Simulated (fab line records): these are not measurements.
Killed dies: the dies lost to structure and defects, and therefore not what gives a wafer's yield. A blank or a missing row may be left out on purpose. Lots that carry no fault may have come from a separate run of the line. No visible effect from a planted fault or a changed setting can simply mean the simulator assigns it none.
fab line records	flow sky130	part 1 of 2: steps 1 to 31 of 43
record lots=5	wafers=15	last_day=49
route steps=708 shown VT_ADJUST_LVTN@105 VT_ADJUST_NCORE@119 VT_ADJUST_HVTR@131 VT_ADJUST_PCH@143
lots that met no fault: taken from a fault-free run of the same line
start_h: hours from the record's first day to the start of the lot's first wafer shown	wait_h: how many hours have passed since the lot's step before this one	" identical to the entry in the row above	L1.1+2: a single row standing in for several wafers	- either no value or no given start	* or withheld: withheld	< > ~ a bound
route shown NAME@n: a module of which the file shows steps, and the number in the route of the first	usual: mean/standard deviation of fault-free wafers	same: alike in all rows	chamber/n: place in a boat	sites: per-site readings	_std_site: the values' standard deviation	_edge_site: the outer-site mean with the inner-site mean subtracted	radius_mm: for every site, how far away it sits from the centre of the wafer	mask NAME#n: copy n	behind: the most recent tool/chamber to have shaped the wafer	hold: why the lot was held/for how many hours/how that ended	device: the n, p or np transistor that did not switch	end of line: the tests these same wafers got at the end of their route	a step given without rows: its recipe and nothing more	killed: the dies lost at the first sort to structure and to defects; this is not the yield of the wafer	map: a wafer's dies, x killed, . not, _ none there
set.NAME: the setting that was run; set.NAME@STEP: the one run at that earlier step	model.NAME: the simulator's own value behind a step, which no gauge read
a table for each step, a row for each wafer; lots at some steps of the route
services: the hour from which a tool's chamber was out of use, counted from the record's first day as start_h (under 0 if before that day), plus the number of hours and why
## steps
# step SKY_VT_ADJUST_LVTN_IMPLANT_08
# recipe species=B	energy_kev=30	dose_cm2=1.57e+12	tilt_deg=withheld
lot.wafer	tool	chamber	start_h	wait_h
L081.3+5+6	implanter-01	0	185.55	0.1
L085.2+3+4	implanter-04	0	216.53	0.0
L092.2+3+4	implanter-02	0	256.28	0.0
L093.3+4+6	implanter-02	0	265.76	0.1
L095.1+4+6	implanter-04	0	276.59	0.0
# step SKY_VT_ADJUST_LVTN_STRIP_09
# recipe chemistry=O2/N2	power_w=1400	pressure_mtorr=1500	platen_temp_c=withheld	o2_flow_sccm=3000	n2_flow_sccm=300	overash_fraction=0.5
# usual drypump_motor_current_A=5.6/0.59	oes_product_au=0.722/0.0046	strip_time_to_endpoint_s=36.89/0.091
lot.wafer	tool	chamber	start_h	wait_h	drypump_motor_current_A	oes_product_au	rf_hours_counter_h	strip_time_to_endpoint_s
L081.3	plasma_asher-01	1	185.69	0.1	5.0	0.721	-	36.92
L081.5	"	1	"	"	5.0	0.719	-	36.94
L081.6	"	0	"	"	5.4	0.718	-	36.97
L085.2	plasma_asher-03	1	216.65	0.1	5.5	0.722	54	36.80
L085.3	"	0	"	"	5.1	0.717	-	36.83
L085.4	"	1	"	"	5.5	0.724	-	36.66
L092.2	plasma_asher-04	0	256.40	0.1	6.7	0.725	12	36.93
L092.3	"	1	"	"	6.1	0.720	-	36.94
L092.4	"	0	"	"	6.7	0.721	-	36.95
L093.3	plasma_asher-04	1	265.90	0.1	6.0	0.719	-	36.85
L093.4	"	0	"	"	6.7	0.720	-	36.81
L093.6	"	1	"	"	6.0	0.718	-	36.69
L095.1	plasma_asher-04	0	276.74	0.1	6.6	0.714	14	36.81
L095.4	"	0	"	"	6.6	0.717	-	36.90
L095.6	"	1	"	"	6.1	0.720	-	36.82
# step SKY_VT_ADJUST_LVTN_TW_MEAS_10
# usual VT_ADJUST_LVTN_TW=239.4/1.4
lot.wafer	tool	chamber	start_h	wait_h	VT_ADJUST_LVTN_TW
L081.3	film_metro-01	-	185.77	0.1	239.8
L081.5	"	-	"	"	240.1
L081.6	"	-	"	"	239.5
L085.2	film_metro-02	-	216.76	0.1	240.0
L085.3	"	-	"	"	238.6
L085.4	"	-	"	"	238.2
L092.2	film_metro-02	-	256.51	0.1	237.5
L092.3	"	-	"	"	236.2
L092.4	"	-	"	"	237.0
L093.3	film_metro-01	-	265.98	0.1	238.8
L093.4	"	-	"	"	240.0
L093.6	"	-	"	"	240.7
L095.1	film_metro-02	-	276.84	0.1	237.4
L095.4	"	-	"	"	238.9
L095.6	"	-	"	"	237.6
# step SKY_VT_ADJUST_LVTN_DEHYDRATE_11
# recipe temp_c=200	time_s=60
lot.wafer	tool	chamber	start_h	wait_h
L081.3+5+6	litho_track-02	0	195.87	10.1
L085.2+3+4	litho_track-04	0	228.05	11.3
L092.2+3+4	litho_track-02	0	268.04	11.5
L093.3+4+6	litho_track-01	0	277.31	11.3
L095.1+4+6	litho_track-01	0	289.41	12.6
# step SKY_VT_ADJUST_LVTN_HMDS_12
# recipe prime_time_s=60	prime_temp_c=120
lot.wafer	tool	chamber	start_h	wait_h
L081.3+5+6	litho_track-02	0	196.02	0.1
L085.2+3+4	litho_track-04	0	228.20	0.1
L092.2+3+4	litho_track-02	0	268.19	0.1
L093.3+4+6	litho_track-01	0	277.46	0.1
L095.1+4+6	litho_track-01	0	289.56	0.1
# step SKY_VT_ADJUST_LVTN_COAT_13
# recipe resist=NOVOLAK	spin_rpm=3000	resist_thk_nm=1128
lot.wafer	tool	chamber	start_h	wait_h
L081.3+5+6	litho_track-02	0	196.17	0.1
L085.2+3+4	litho_track-04	0	228.35	0.1
L092.2+3+4	litho_track-02	0	268.34	0.1
L093.3+4+6	litho_track-01	0	277.61	0.1
L095.1+4+6	litho_track-01	0	289.71	0.1
# step SKY_VT_ADJUST_LVTN_SOFTBAKE_14
# recipe temp_c=90	time_s=60	resist=NOVOLAK
lot.wafer	tool	chamber	start_h	wait_h
L081.3+5+6	litho_track-02	0	196.32	0.1
L085.2+3+4	litho_track-04	0	228.50	0.1
L092.2+3+4	litho_track-02	0	268.49	0.1
L093.3+4+6	litho_track-01	0	277.76	0.1
L095.1+4+6	litho_track-01	0	289.86	0.1
# step SKY_VT_ADJUST_LVTN_EXPOSE_15
# recipe mask_id=HVN_STD_DERIVED	na=0.6	source_shape=conventional	sigma_outer=0.6	polarization=unpolarized	target_cd_nm=600	dose_mj=163
# usual stage_vel_mm_s=500.06/0.27
lot.wafer	tool	chamber	start_h	wait_h	mask	stage_vel_mm_s
L081.3	iline_stepper-01	0	-	-	HVN_STD_DERIVED#0	499.93
L081.5	"	0	"	"	HVN_STD_DERIVED#0	499.78
L081.6	"	0	"	"	HVN_STD_DERIVED#0	500.35
L085.2	iline_stepper-02	0	-	-	HVN_STD_DERIVED#0	499.84
L085.3	"	0	"	"	HVN_STD_DERIVED#0	500.31
L085.4	"	0	"	"	HVN_STD_DERIVED#0	499.70
L092.2	iline_stepper-02	0	-	-	HVN_STD_DERIVED#0	500.33
L092.3	"	0	"	"	HVN_STD_DERIVED#0	500.35
L092.4	"	0	"	"	HVN_STD_DERIVED#0	500.21
L093.3	iline_stepper-01	0	-	-	HVN_STD_DERIVED#0	500.78
L093.4	"	0	"	"	HVN_STD_DERIVED#0	500.44
L093.6	"	0	"	"	HVN_STD_DERIVED#0	500.75
L095.1	iline_stepper-01	0	-	-	HVN_STD_DERIVED#0	499.71
L095.4	"	0	"	"	HVN_STD_DERIVED#0	499.96
L095.6	"	0	"	"	HVN_STD_DERIVED#0	499.80
# step SKY_VT_ADJUST_LVTN_PEB_16
# recipe temp_c=withheld	time_s=*	resist=NOVOLAK
lot.wafer	tool	chamber	start_h	wait_h
L081.3+5+6	litho_track-01	0	-	-
L085.2+3+4	litho_track-01	0	-	-
L092.2+3+4	litho_track-01	0	-	-
L093.3+4+6	litho_track-01	0	-	-
L095.1+4+6	litho_track-01	0	-	-
# step SKY_VT_ADJUST_LVTN_DEVELOP_17
# recipe resist=NOVOLAK	developer=TMAH	develop_time_s=60	dev_temp_c=23
# usual developer_temp_C=22.98/0.11
lot.wafer	tool	chamber	start_h	wait_h	developer_temp_C
L081.3	litho_track-01	0	207.16	0.1	22.86
L081.5	"	0	"	"	22.76
L081.6	"	0	"	"	22.76
L085.2	litho_track-01	0	239.73	0.1	22.99
L085.3	"	0	"	"	22.67
L085.4	"	0	"	"	22.85
L092.2	litho_track-01	0	279.78	0.1	23.00
L092.3	"	0	"	"	22.89
L092.4	"	0	"	"	22.98
L093.3	litho_track-01	0	290.81	0.1	22.84
L093.4	"	0	"	"	22.98
L093.6	"	0	"	"	22.92
L095.1	litho_track-01	0	303.21	0.1	23.11
L095.4	"	0	"	"	23.02
L095.6	"	0	"	"	22.93
# step SKY_VT_ADJUST_LVTN_OVL_MEAS_18
# usual VT_ADJUST_LVTN_01_OVL=-0.1/1.4
lot.wafer	tool	chamber	start_h	wait_h	VT_ADJUST_LVTN_01_OVL[nm]
L081.3	overlay-01	-	207.27	0.1	1.6
L081.5	"	-	"	"	-0.2
L081.6	"	-	"	"	0.6
L085.2	overlay-01	-	239.86	0.1	-0.4
L085.3	"	-	"	"	2.2
L085.4	"	-	"	"	1.2
L092.2	overlay-02	-	279.91	0.1	-1.6
L092.3	"	-	"	"	-3.1
L092.4	"	-	"	"	-1.9
L093.3	overlay-01	-	290.92	0.1	0.3
L093.4	"	-	"	"	1.0
L093.6	"	-	"	"	-0.2
L095.1	overlay-01	-	303.36	0.1	0.0
L095.4	"	-	"	"	-0.4
L095.6	"	-	"	"	-2.4
# step SKY_VT_ADJUST_LVTN_IMPLANT_19
# recipe species=B	energy_kev=30	dose_cm2=6.5e+11	tilt_deg=withheld
lot.wafer	tool	chamber	start_h	wait_h
L081.3+5+6	implanter-04	0	207.34	0.1
L085.2+3+4	implanter-04	0	239.92	0.0
L092.2+3+4	implanter-01	0	279.97	0.0
L093.3+4+6	implanter-01	0	290.99	0.1
L095.1+4+6	implanter-01	0	303.39	0.0
# step SKY_VT_ADJUST_LVTN_STRIP_20
# recipe chemistry=O2/N2	power_w=1400	pressure_mtorr=1500	platen_temp_c=withheld	o2_flow_sccm=3000	n2_flow_sccm=300	overash_fraction=0.5
# usual drypump_motor_current_A=5.4/0.49	oes_product_au=0.716/0.0043	strip_time_to_endpoint_s=14.04/0.039
lot.wafer	tool	chamber	start_h	wait_h	drypump_motor_current_A	oes_product_au	rf_hours_counter_h	strip_time_to_endpoint_s
L081.3	plasma_asher-01	0	207.48	0.1	5.4	0.704	-	14.00
L081.5	"	0	"	"	5.4	0.721	-	14.05
L081.6	"	1	"	"	5.0	0.711	-	14.04
L085.2	plasma_asher-03	1	240.04	0.1	5.5	0.715	56	14.02
L085.3	"	1	"	"	5.5	0.719	-	14.05
L085.4	"	0	"	"	5.1	0.718	-	14.04
L092.2	plasma_asher-01	1	280.09	0.1	5.0	0.717	48	13.96
L092.3	"	0	"	"	5.4	0.717	-	13.99
L092.4	"	1	"	"	5.0	0.714	-	13.94
L093.3	plasma_asher-01	1	291.13	0.1	5.0	0.715	-	13.96
L093.4	"	0	"	"	5.4	0.718	-	13.98
L093.6	"	1	"	"	5.0	0.718	-	13.96
L095.1	plasma_asher-01	0	303.54	0.1	5.4	0.707	50	14.01
L095.4	"	1	"	"	5.0	0.715	-	14.01
L095.6	"	0	"	"	5.4	0.718	-	14.06
# step SKY_VT_ADJUST_LVTN_TW_MEAS_21
# usual VT_ADJUST_LVTN_2_TW=186.8/1.2
lot.wafer	tool	chamber	start_h	wait_h	VT_ADJUST_LVTN_2_TW
L081.3	film_metro-04	-	207.56	0.1	187.1
L081.5	"	-	"	"	187.5
L081.6	"	-	"	"	186.7
L085.2	film_metro-02	-	240.15	0.1	184.9
L085.3	"	-	"	"	185.2
L085.4	"	-	"	"	185.1
L092.2	film_metro-02	-	280.20	0.1	185.6
L092.3	"	-	"	"	186.7
L092.4	"	-	"	"	185.9
L093.3	film_metro-04	-	291.21	0.1	188.7
L093.4	"	-	"	"	188.3
L093.6	"	-	"	"	189.0
L095.1	film_metro-04	-	303.64	0.1	189.0
L095.4	"	-	"	"	189.2
L095.6	"	-	"	"	187.8
# step SKY_VT_ADJUST_NCORE_DEHYDRATE_00
# recipe temp_c=200	time_s=60
lot.wafer	tool	chamber	start_h	wait_h
L081.3+5+6	litho_track-02	0	218.52	10.9
L085.2+3+4	litho_track-02	0	250.94	10.8
L092.2+3+4	litho_track-01	0	292.63	12.4
L093.3+4+6	litho_track-02	0	303.82	12.6
L095.1+4+6	litho_track-03	0	316.31	12.7
# step SKY_VT_ADJUST_NCORE_HMDS_01
# recipe prime_time_s=60	prime_temp_c=120
lot.wafer	tool	chamber	start_h	wait_h
L081.3+5+6	litho_track-02	0	218.67	0.1
L085.2+3+4	litho_track-02	0	251.09	0.1
L092.2+3+4	litho_track-01	0	292.78	0.1
L093.3+4+6	litho_track-02	0	303.97	0.1
L095.1+4+6	litho_track-03	0	316.46	0.1
# step SKY_VT_ADJUST_NCORE_COAT_02
# recipe resist=NOVOLAK	spin_rpm=3000	resist_thk_nm=1140
lot.wafer	tool	chamber	start_h	wait_h
L081.3+5+6	litho_track-02	0	218.82	0.1
L085.2+3+4	litho_track-02	0	251.24	0.1
L092.2+3+4	litho_track-01	0	292.93	0.1
L093.3+4+6	litho_track-02	0	304.12	0.1
L095.1+4+6	litho_track-03	0	316.61	0.1
# step SKY_VT_ADJUST_NCORE_SOFTBAKE_03
# recipe temp_c=90	time_s=60	resist=NOVOLAK
lot.wafer	tool	chamber	start_h	wait_h
L081.3+5+6	litho_track-02	0	218.97	0.1
L085.2+3+4	litho_track-02	0	251.39	0.1
L092.2+3+4	litho_track-01	0	293.08	0.1
L093.3+4+6	litho_track-02	0	304.27	0.1
L095.1+4+6	litho_track-03	0	316.76	0.1
# step SKY_VT_ADJUST_NCORE_EXPOSE_04
# recipe mask_id=LVTN_COMPLEMENT_THIN	na=0.6	source_shape=conventional	sigma_outer=0.6	polarization=unpolarized	target_cd_nm=380	dose_mj=139
# usual stage_vel_mm_s=500.03/0.23
lot.wafer	tool	chamber	start_h	wait_h	mask	stage_vel_mm_s
L081.3	iline_stepper-02	0	-	-	LVTN_COMPLEMENT_THIN#0	500.44
L081.5	"	0	"	"	LVTN_COMPLEMENT_THIN#0	500.31
L081.6	"	0	"	"	LVTN_COMPLEMENT_THIN#0	500.41
L085.2	iline_stepper-01	0	-	-	LVTN_COMPLEMENT_THIN#0	500.13
L085.3	"	0	"	"	LVTN_COMPLEMENT_THIN#0	499.98
L085.4	"	0	"	"	LVTN_COMPLEMENT_THIN#0	499.83
L092.2	iline_stepper-02	0	-	-	LVTN_COMPLEMENT_THIN#0	499.86
L092.3	"	0	"	"	LVTN_COMPLEMENT_THIN#0	500.09
L092.4	"	0	"	"	LVTN_COMPLEMENT_THIN#0	499.91
L093.3	iline_stepper-01	0	-	-	LVTN_COMPLEMENT_THIN#0	500.27
L093.4	"	0	"	"	LVTN_COMPLEMENT_THIN#0	500.47
L093.6	"	0	"	"	LVTN_COMPLEMENT_THIN#0	499.80
L095.1	iline_stepper-02	0	-	-	LVTN_COMPLEMENT_THIN#0	499.96
L095.4	"	0	"	"	LVTN_COMPLEMENT_THIN#0	499.93
L095.6	"	0	"	"	LVTN_COMPLEMENT_THIN#0	499.91
# step SKY_VT_ADJUST_NCORE_PEB_05
# recipe temp_c=withheld	time_s=*	resist=NOVOLAK
lot.wafer	tool	chamber	start_h	wait_h
L081.3+5+6	litho_track-02	0	-	-
L085.2+3+4	litho_track-02	0	-	-
L092.2+3+4	litho_track-03	0	-	-
L093.3+4+6	litho_track-03	0	-	-
L095.1+4+6	litho_track-02	0	-	-
# step SKY_VT_ADJUST_NCORE_DEVELOP_06
# recipe resist=NOVOLAK	developer=TMAH	develop_time_s=60	dev_temp_c=23
# usual developer_temp_C=22.99/0.11
lot.wafer	tool	chamber	start_h	wait_h	developer_temp_C
L081.3	litho_track-02	0	230.82	0.1	23.04
L081.5	"	0	"	"	23.08
L081.6	"	0	"	"	23.06
L085.2	litho_track-02	0	263.39	0.1	23.07
L085.3	"	0	"	"	23.06
L085.4	"	0	"	"	22.92
L092.2	litho_track-03	0	305.54	0.1	22.90
L092.3	"	0	"	"	23.03
L092.4	"	0	"	"	22.93
L093.3	litho_track-03	0	317.11	0.1	23.13
L093.4	"	0	"	"	23.01
L093.6	"	0	"	"	23.23
L095.1	litho_track-02	0	329.42	0.1	22.98
L095.4	"	0	"	"	23.21
L095.6	"	0	"	"	23.13
# step SKY_VT_ADJUST_NCORE_CD_MEAS_07
# recipe target_cd_nm=380
# usual cd_nm=379.5/2.9
lot.wafer	tool	chamber	start_h	wait_h	cd_nm
L081.3	cd_sem-01	-	230.96	0.1	375.5
L081.5	"	-	"	"	374.7
L081.6	"	-	"	"	372.2
L085.2	cd_sem-01	-	263.54	0.1	384.6
L085.3	"	-	"	"	383.6
L085.4	"	-	"	"	383.7
L092.2	cd_sem-01	-	305.68	0.1	381.3
L092.3	"	-	"	"	383.4
L092.4	"	-	"	"	382.0
L093.3	cd_sem-02	-	317.25	0.1	379.1
L093.4	"	-	"	"	376.3
L093.6	"	-	"	"	380.5
L095.1	cd_sem-01	-	329.57	0.1	383.7
L095.4	"	-	"	"	382.1
L095.6	"	-	"	"	379.6
# step SKY_VT_ADJUST_NCORE_OVL_MEAS_08
# usual VT_ADJUST_NCORE_OVL=-0.3/1.6
lot.wafer	tool	chamber	start_h	wait_h	VT_ADJUST_NCORE_OVL[nm]
L081.3	overlay-02	-	231.05	0.1	-1.8
L081.5	"	-	"	"	-2.6
L081.6	"	-	"	"	-2.2
L085.2	overlay-02	-	263.64	0.1	3.1
L085.3	"	-	"	"	0.7
L085.4	"	-	"	"	4.5
L092.2	overlay-01	-	305.79	0.1	2.3
L092.3	"	-	"	"	0.9
L092.4	"	-	"	"	-0.2
L093.3	overlay-02	-	317.35	0.1	0.0
L093.4	"	-	"	"	-0.3
L093.6	"	-	"	"	-0.4
L095.1	overlay-02	-	329.72	0.1	0.4
L095.4	"	-	"	"	-0.6
L095.6	"	-	"	"	-3.2
# step SKY_VT_ADJUST_NCORE_IMPLANT_09
# recipe species=B	energy_kev=10	dose_cm2=2.4e+12	tilt_deg=withheld
lot.wafer	tool	chamber	start_h	wait_h
L081.3+5+6	implanter-03	0	231.12	0.1
L085.2+3+4	implanter-03	0	263.70	0.0
L092.2+3+4	implanter-02	0	305.85	0.0
L093.3+4+6	implanter-04	0	317.42	0.1
L095.1+4+6	implanter-04	0	329.76	0.0
# step SKY_VT_ADJUST_NCORE_STRIP_10
# recipe chemistry=O2/N2	power_w=1400	pressure_mtorr=1500	platen_temp_c=withheld	o2_flow_sccm=3000	n2_flow_sccm=300	overash_fraction=0.5
# usual drypump_motor_current_A=6.1/0.57	oes_product_au=0.715/0.0047	strip_time_to_endpoint_s=14.19/0.042
lot.wafer	tool	chamber	start_h	wait_h	drypump_motor_current_A	oes_product_au	rf_hours_counter_h	strip_time_to_endpoint_s
L081.3	plasma_asher-02	0	231.26	0.1	5.5	0.718	-	14.24
L081.5	"	0	"	"	5.5	0.717	-	14.21
L081.6	"	1	"	"	6.7	0.714	-	14.25
L085.2	plasma_asher-02	1	263.82	0.1	6.7	0.718	57	14.15
L085.3	"	1	"	"	6.7	0.710	-	14.14
L085.4	"	0	"	"	5.5	0.711	-	14.11
L092.2	plasma_asher-03	0	305.97	0.1	5.1	0.713	63	14.17
L092.3	"	0	"	"	5.1	0.714	-	14.17
L092.4	"	1	"	"	5.5	0.724	-	14.13
L093.3	plasma_asher-02	0	317.55	0.1	5.5	0.721	-	14.17
L093.4	"	1	"	"	6.7	0.716	-	14.15
L093.6	"	1	"	"	6.7	0.715	-	14.16
L095.1	plasma_asher-04	1	329.91	0.1	6.1	0.718	19	14.15
L095.4	"	0	"	"	6.7	0.713	-	14.17
L095.6	"	1	"	"	6.1	0.715	-	14.13
# step SKY_VT_ADJUST_NCORE_TW_MEAS_11
# usual VT_ADJUST_NCORE_TW=216.2/2.1
lot.wafer	tool	chamber	start_h	wait_h	VT_ADJUST_NCORE_TW
L081.3	film_metro-03	-	231.34	0.1	215.1
L081.5	"	-	"	"	215.0
L081.6	"	-	"	"	214.5
L085.2	film_metro-01	-	263.93	0.1	216.0
L085.3	"	-	"	"	217.3
L085.4	"	-	"	"	216.0
L092.2	film_metro-03	-	306.08	0.1	214.7
L092.3	"	-	"	"	214.1
L092.4	"	-	"	"	215.2
L093.3	film_metro-03	-	317.64	0.1	214.0
L093.4	"	-	"	"	213.4
L093.6	"	-	"	"	213.0
L095.1	film_metro-03	-	330.01	0.1	213.4
L095.4	"	-	"	"	213.6
L095.6	"	-	"	"	214.8
# step SKY_VT_ADJUST_HVTR_DEHYDRATE_00
# recipe temp_c=200	time_s=60
lot.wafer	tool	chamber	start_h	wait_h
L081.3+5+6	litho_track-02	0	242.42	11.1
L085.2+3+4	litho_track-03	0	275.29	11.3
L092.2+3+4	litho_track-02	0	317.94	11.9
L093.3+4+6	litho_track-02	0	330.22	12.6
L095.1+4+6	litho_track-03	0	342.16	12.1
# step SKY_VT_ADJUST_HVTR_HMDS_01
# recipe prime_time_s=60	prime_temp_c=120
lot.wafer	tool	chamber	start_h	wait_h
L081.3+5+6	litho_track-02	0	242.57	0.1
L085.2+3+4	litho_track-03	0	275.44	0.1
L092.2+3+4	litho_track-02	0	318.09	0.1
L093.3+4+6	litho_track-02	0	330.37	0.1
L095.1+4+6	litho_track-03	0	342.31	0.1
# step SKY_VT_ADJUST_HVTR_COAT_02
# recipe resist=NOVOLAK	spin_rpm=3000	resist_thk_nm=1140
lot.wafer	tool	chamber	start_h	wait_h
L081.3+5+6	litho_track-02	0	242.72	0.1
L085.2+3+4	litho_track-03	0	275.59	0.1
L092.2+3+4	litho_track-02	0	318.24	0.1
L093.3+4+6	litho_track-02	0	330.52	0.1
L095.1+4+6	litho_track-03	0	342.46	0.1
# step SKY_VT_ADJUST_HVTR_SOFTBAKE_03
# recipe temp_c=90	time_s=60	resist=NOVOLAK
lot.wafer	tool	chamber	start_h	wait_h
L081.3+5+6	litho_track-02	0	242.87	0.1
L085.2+3+4	litho_track-03	0	275.74	0.1
L092.2+3+4	litho_track-02	0	318.39	0.1
L093.3+4+6	litho_track-02	0	330.67	0.1
L095.1+4+6	litho_track-03	0	342.61	0.1
# step SKY_VT_ADJUST_HVTR_EXPOSE_04
# recipe mask_id=HVTRM	target_cd_nm=380	na=0.6	source_shape=conventional	sigma_outer=0.6	dose_mj=150
# usual stage_vel_mm_s=500.00/0.26
lot.wafer	tool	chamber	start_h	wait_h	mask	stage_vel_mm_s
L081.3	iline_stepper-02	0	-	-	HVTRM#0	499.95
L081.5	"	0	"	"	HVTRM#0	500.16
L081.6	"	0	"	"	HVTRM#0	500.55
L085.2	iline_stepper-02	0	-	-	HVTRM#0	499.91
L085.3	"	0	"	"	HVTRM#0	500.04
L085.4	"	0	"	"	HVTRM#0	500.12
L092.2	iline_stepper-02	0	-	-	HVTRM#0	499.46
L092.3	"	0	"	"	HVTRM#0	500.03
L092.4	"	0	"	"	HVTRM#0	499.75
L093.3	iline_stepper-02	0	-	-	HVTRM#0	499.89
L093.4	"	0	"	"	HVTRM#0	500.04
L093.6	"	0	"	"	HVTRM#0	499.93
L095.1	iline_stepper-01	0	-	-	HVTRM#0	500.35
L095.4	"	0	"	"	HVTRM#0	500.58
L095.6	"	0	"	"	HVTRM#0	500.39
